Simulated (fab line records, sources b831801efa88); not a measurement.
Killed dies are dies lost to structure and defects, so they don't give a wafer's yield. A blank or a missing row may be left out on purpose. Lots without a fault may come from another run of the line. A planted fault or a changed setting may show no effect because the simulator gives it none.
Which tool did it? | flow gf180mcu | 15 lots, 45 wafers sampled, at 4 steps of a route of 602

WHAT THE GAUGES READ, wafer by wafer
The record holds no reading of a measuring or inspecting step that can be judged against a usual standard deviation.

WHICH TOOL RAN EACH LOT (tool, then ch and the chambers of the sampled wafers, then the start)
lot  | GF_V1_CMP_04                  | GF_V1_ETCH_16                      | GF_M2_SPUTTER_00             | GF_M2_SPUTTER_03
L877 | cmp-01 ch 0,1, day 16 23:15   | rie_diel-04 ch 1,2, day 17 22:14   | pvd_sputter-01, day 17 23:36 | pvd_sputter-01, day 17 23:46
L880 | cmp-02 ch 0,1,3, day 18 00:23 | rie_diel-03 ch 0,1,2, day 19 00:45 | pvd_sputter-02, day 19 02:08 | pvd_sputter-02, day 19 02:17
L881 | cmp-01 ch 0,1,3, day 18 16:11 | rie_diel-02 ch 0,2,3, day 19 16:54 | pvd_sputter-01, day 19 18:16 | pvd_sputter-01, day 19 18:25
L883 | cmp-01 ch 0,2, day 19 11:47   | rie_diel-02 ch 2,3, day 20 11:57   | pvd_sputter-03, day 20 13:18 | pvd_sputter-03, day 20 13:28
L884 | cmp-02 ch 1,3, day 19 21:55   | rie_diel-02 ch 0,1, day 20 22:23   | pvd_sputter-03, day 20 23:47 | pvd_sputter-03, day 20 23:56
L885 | cmp-01 ch 0,2,3, day 20 19:04 | rie_diel-04 ch 0,2,3, day 21 19:20 | pvd_sputter-03, day 21 20:42 | pvd_sputter-03, day 21 20:52
L886 | cmp-02 ch 0,1,2, day 21 01:33 | rie_diel-02 ch 0,1,3, day 22 01:38 | pvd_sputter-03, day 22 03:00 | pvd_sputter-03, day 22 03:10
L887 | cmp-02 ch 0,3, day 21 02:12   | rie_diel-04 ch 1,2,3, day 22 02:35 | pvd_sputter-02, day 22 03:57 | pvd_sputter-02, day 22 04:07
L888 | cmp-02 ch 0,1, day 21 19:49   | rie_diel-03 ch 0,3, day 22 19:29   | pvd_sputter-03, day 22 20:52 | pvd_sputter-03, day 22 21:02
L893 | cmp-01 ch 0,1,3, day 23 06:00 | rie_diel-04 ch 1,2,3, day 24 05:08 | pvd_sputter-03, day 24 06:59 | pvd_sputter-03, day 24 07:09
L894 | cmp-01 ch 1,2, day 23 14:42   | rie_diel-03 ch 0,1,2, day 24 14:11 | pvd_sputter-01, day 24 16:42 | pvd_sputter-01, day 24 16:52
L895 | cmp-01 ch 2,3, day 23 23:36   | rie_diel-04 ch 1,2,3, day 24 21:50 | pvd_sputter-03, day 24 23:12 | pvd_sputter-03, day 24 23:22
L897 | cmp-01 ch 1,2,3, day 24 08:34 | rie_diel-04 ch 0,2,3, day 25 07:14 | pvd_sputter-03, day 25 08:36 | pvd_sputter-03, day 25 08:46
L898 | cmp-01 ch 0,2,3, day 24 18:04 | rie_diel-04 ch 0,1,2, day 25 15:35 | pvd_sputter-03, day 25 17:04 | pvd_sputter-03, day 25 17:14
L900 | cmp-02 ch 1,2,3, day 25 04:23 | rie_diel-04 ch 1,2,3, day 26 01:50 | pvd_sputter-02, day 26 03:32 | pvd_sputter-02, day 26 03:42
- GF_V1_CMP_04: polishes SiO2.
- GF_V1_ETCH_16: etches BARC in N2/H2.
- GF_M2_SPUTTER_00: material Ti, target thk 37.5 nm, time 150 s.
- GF_M2_SPUTTER_03: material Ti, target thk 10 nm, time 6.7 s.

WHAT THE TOOLS THEMSELVES READ (means of the sampled wafers that have a number; where no wafer has one, the mark that the record gives instead)
GF_V1_CMP_04.
lot  | tool   | motor_current_A (A) | time_to_endpoint_s (s)
L877 | cmp-01 | 11.9                | 81
L880 | cmp-02 | 12.5                | 74
L881 | cmp-01 | 12.3                | 87
L883 | cmp-01 | 12.6                | 86
L884 | cmp-02 | 13.5                | 77
L885 | cmp-01 | 12.3                | 81
L886 | cmp-02 | 12.1                | 81
L887 | cmp-02 | 11.3                | 79
L888 | cmp-02 | 12.0                | 83
L893 | cmp-01 | 12.5                | 86
L894 | cmp-01 | 12.7                | 89
L895 | cmp-01 | 12.8                | 93
L897 | cmp-01 | 12.8                | 86
L898 | cmp-01 | 12.3                | 88
L900 | cmp-02 | 12.4                | 77

GF_V1_ETCH_16.
lot  | tool        | drypump_motor_current_A (A) | oes_product_au (a.u.) | throttle_valve_pct (%)
L877 | rie_diel-04 | 6.5                         | 0.849                 | 13.217
L880 | rie_diel-03 | 5.7                         | 0.852                 | 13.232
L881 | rie_diel-02 | 5.6                         | 0.852                 | 13.220
L883 | rie_diel-02 | 5.7                         | 0.854                 | 13.229
L884 | rie_diel-02 | 4.9                         | 0.859                 | 13.225
L885 | rie_diel-04 | 6.1                         | 0.861                 | 13.220
L886 | rie_diel-02 | 5.1                         | 0.856                 | 13.234
L887 | rie_diel-04 | 6.3                         | 0.860                 | 13.219
L888 | rie_diel-03 | 6.2                         | 0.858                 | 13.214
L893 | rie_diel-04 | 6.2                         | 0.853                 | 13.224
L894 | rie_diel-03 | 5.7                         | 0.855                 | 13.229
L895 | rie_diel-04 | 6.2                         | 0.854                 | 13.226
L897 | rie_diel-04 | 6.1                         | 0.859                 | 13.230
L898 | rie_diel-04 | 6.1                         | 0.857                 | 13.224
L900 | rie_diel-04 | 6.2                         | 0.861                 | 13.227

GF_M2_SPUTTER_00.
lot  | tool           | cathode_dc_power_W (W) | chamber_pressure_pa (Pa) | throttle_valve_pct (%)
L877 | pvd_sputter-01 | 4000.0                 | 2.001                    | 29.8
L880 | pvd_sputter-02 | 4000.4                 | 2.001                    | 30.5
L881 | pvd_sputter-01 | 3999.6                 | 1.998                    | 29.6
L883 | pvd_sputter-03 | 4000.4                 | 2.001                    | 29.9
L884 | pvd_sputter-03 | 3999.3                 | 2.000                    | 29.7
L885 | pvd_sputter-03 | 4000.5                 | 2.001                    | 29.8
L886 | pvd_sputter-03 | 4000.0                 | 1.999                    | 29.2
L887 | pvd_sputter-02 | 4000.4                 | 1.994                    | 31.1
L888 | pvd_sputter-03 | 3999.6                 | 1.999                    | 29.1
L893 | pvd_sputter-03 | 4001.0                 | 2.002                    | 29.1
L894 | pvd_sputter-01 | 4000.2                 | 2.001                    | 29.5
L895 | pvd_sputter-03 | 4000.7                 | 2.000                    | 30.5
L897 | pvd_sputter-03 | 4000.3                 | 1.997                    | 29.7
L898 | pvd_sputter-03 | 4000.4                 | 2.000                    | 28.6
L900 | pvd_sputter-02 | 3999.7                 | 2.003                    | 30.2

GF_M2_SPUTTER_03.
lot  | tool           | cathode_dc_power_W (W) | chamber_pressure_pa (Pa) | throttle_valve_pct (%)
L877 | pvd_sputter-01 | 2999.8                 | 0.3003                   | 29.6
L880 | pvd_sputter-02 | 2999.9                 | 0.2994                   | 30.6
L881 | pvd_sputter-01 | 3000.2                 | 0.2994                   | 29.5
L883 | pvd_sputter-03 | 3000.3                 | 0.3001                   | 29.9
L884 | pvd_sputter-03 | -                      | -                        | -
L885 | pvd_sputter-03 | -                      | -                        | -
L886 | pvd_sputter-03 | -                      | -                        | -
L887 | pvd_sputter-02 | 3000.2                 | 0.2999                   | 31.1
L888 | pvd_sputter-03 | 2999.8                 | 0.2998                   | 29.3
L893 | pvd_sputter-03 | 3000.7                 | 0.3002                   | 29.1
L894 | pvd_sputter-01 | 2999.7                 | 0.2997                   | 29.5
L895 | pvd_sputter-03 | 2999.9                 | 0.3000                   | 30.4
L897 | pvd_sputter-03 | 3000.7                 | 0.2998                   | 29.7
L898 | pvd_sputter-03 | 2999.9                 | 0.3006                   | 28.5
L900 | pvd_sputter-02 | 2999.6                 | 0.2998                   | 30.0

THE ANSWER, worked out from the rows above alone
Rule: what is usual is taken from the lots themselves. Put in order of their means at a reading, lots are off if they are a third of the lots or fewer, leave a main group of 4 or more, and stand apart from it by a gap of 3 or more times the standard deviation of the main group's means; of several such gaps the widest counts. A main group whose means are all the same, to the digits that the tables above print for the reading, isn't used. A lot without any number at a reading at which 4 lots or more have one is off too. The other lots that the step has rows for count as sound. The gauges are gone through in route order, then the tools' own readings, and for those a lot's mean is taken as printed above. The first step at which some lot is off is used, and at that step the reading that is off furthest; a lot without a number counts as furthest.
Off: L884, L885, L886, at GF_M2_SPUTTER_03 (cathode_dc_power_W). Without a number there: L884, L885, L886. The main group: mean 3000.1 W, standard deviation 0.35.
A tool fits if, at that step or a process step before it, it ran every lot that is off, and no sound lot after the first of them. None of those tried fits.

WHAT THE SIMULATOR HAD PUT IN
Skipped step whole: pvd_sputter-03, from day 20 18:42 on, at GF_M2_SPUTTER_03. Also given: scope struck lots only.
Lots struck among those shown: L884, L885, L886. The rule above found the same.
